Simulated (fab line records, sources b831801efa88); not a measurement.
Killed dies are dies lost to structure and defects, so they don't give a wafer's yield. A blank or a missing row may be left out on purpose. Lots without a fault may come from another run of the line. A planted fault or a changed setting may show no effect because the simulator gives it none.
Chamber matching | flow gf180mcu | GF_V3_CMP_26 on cmp-02: 4 sister chambers
The step polishes, stops on SiO2, t overpolish 15 s, target thk 0 nm. 7 wafers are shown with their chamber, then 7 later ones without.

WAFERS WITH THEIR CHAMBER
wafer  | chamber | motor_current_A (A) | edge_zone_pressure_frac
L253.4 | 0       | 13.4                | 0.999
L253.6 | 3       | 11.4                | 0.992
L255.1 | 0       | 12.6                | 0.996
L267.2 | 1       | 9.3                 | 1.006
L267.5 | 2       | 13.8                | 1.006
L268.1 | 2       | 13.3                | 0.998
L268.4 | 1       | 9.1                 | 1.001

WAFERS WITHOUT THEIR CHAMBER
wafer  | motor_current_A (A) | edge_zone_pressure_frac
L268.5 | 13.0                | 0.994
L270.2 | 12.6                | 0.993
L270.3 | 11.2                | 1.007
L270.6 | 11.3                | 1.001
L273.4 | 13.0                | 0.996
L273.5 | 13.8                | 1.000
L273.6 | 9.2                 | 0.994

WHICH CHAMBER EACH WENT THROUGH
wafer  | from the rows above          | in truth
L268.5 | can't be placed: 0 or 2      | 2
L270.2 | can't be placed: 0 or 3 or 2 | 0
L270.3 | can't be placed: 3 or 0 or 1 | 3
L270.6 | 3                            | 3
L273.4 | can't be placed: 0 or 2      | 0
L273.5 | can't be placed: 2 or 0      | 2
L273.6 | 1                            | 1
Placed correctly: 2 of 7. Can't be placed from these rows: 5 (the true chamber is among the candidates in 5). Placed wrongly: 0.
How it was worked out, from the rows above alone: a wafer's distance from a chamber is the root of the sum, over the readings, of the square of ((its reading less the chamber's mean) divided by the reading's scatter). The wafer belongs to the nearest chamber; if the next one is less than 2 further off, it can't be placed. A chamber's mean is the mean of its shown wafers. The scatter: the root of (the sum of the squares of (reading less its chamber's mean) over the shown wafers, divided by (wafers less chambers)).
